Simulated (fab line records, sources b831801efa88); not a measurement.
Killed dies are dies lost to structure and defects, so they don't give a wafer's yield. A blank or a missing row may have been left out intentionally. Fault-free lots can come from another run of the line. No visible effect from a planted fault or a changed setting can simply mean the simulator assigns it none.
A single fault, viewed from 2 desks | flow gf180mcu | only its own numbers are on each desk; what lay behind them is given at the end

THE METROLOGY DESK
Lot by lot, what the gauges showed, no matter which tool ran the lot: averages of those sampled wafers that carry a number. Any lot whose mean is over 4 standard deviations away from the usual mean is out of limits and marked OUT; that distance is given in the brackets.
Columns: A = M1_OVL at GF_M1_OVL_MEAS_15, usual 4 nm
lot  | first seen here | A
L846 | day 16 23:13    | 7
L847 | day 17 09:10    | 1
L849 | day 18 07:31    | 6
L850 | day 18 17:13    | 4
L852 | day 19 10:28    | 1
L855 | day 20 19:22    | -1
L858 | day 21 15:15    | 2
L860 | day 22 06:35    | 5
L864 | day 23 14:15    | 2
L865 | day 23 22:34    | 8
L866 | day 24 04:07    | 4
L867 | day 24 15:05    | -1
L868 | day 24 20:35    | -0
L869 | day 25 05:28    | 3
This desk's verdict: no lot among the 14 shows anything out of limits.

AT THE TOOL OWNER'S DESK: litho track-03
At GF_M2_SOFTBAKE_10 (time 60 s), the tool's own readings, given per lot that ran on this tool as the mean of the sampled wafers with a number. Any lot whose mean is over 4 standard deviations away from the usual mean is out of limits and marked OUT; that distance is given in the brackets.
Columns: A = run length s at GF_M2_SOFTBAKE_10, usual 89.15 s
lot  | first seen here | A
L847 | day 18 23:07    | 89.10
L855 | day 22 10:02    | 92.64 (+32) OUT
L858 | day 23 05:52    | 92.62 (+32) OUT
L868 | day 26 07:20    | 89.19
L869 | day 26 15:40    | 89.24
This desk's finding: out of limits on L855, L858; first on L855, day 22 10:02 (run length s at GF_M2_SOFTBAKE_10). Within limits: L847, L868, L869.

BROUGHT TOGETHER
The tool owner's desk could have raised an alarm at day 22 10:02, on L855, L858.
From the metrology desk's view, nothing was out of limits.
The metrology desk has L855, L858 on record, within its limits.
GF_M2_SOFTBAKE_10 was run on litho track-03 by each of the lots named.

WHAT WAS PUT IN BY THE SIMULATOR
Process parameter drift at GF_M2_SOFTBAKE_10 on litho track-03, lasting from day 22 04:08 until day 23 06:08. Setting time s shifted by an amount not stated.
Lots struck among those shown: L855, L858.
How many hours passed from the start of the fault until each desk's first out-of-limits reading: the tool owner's desk, 6.
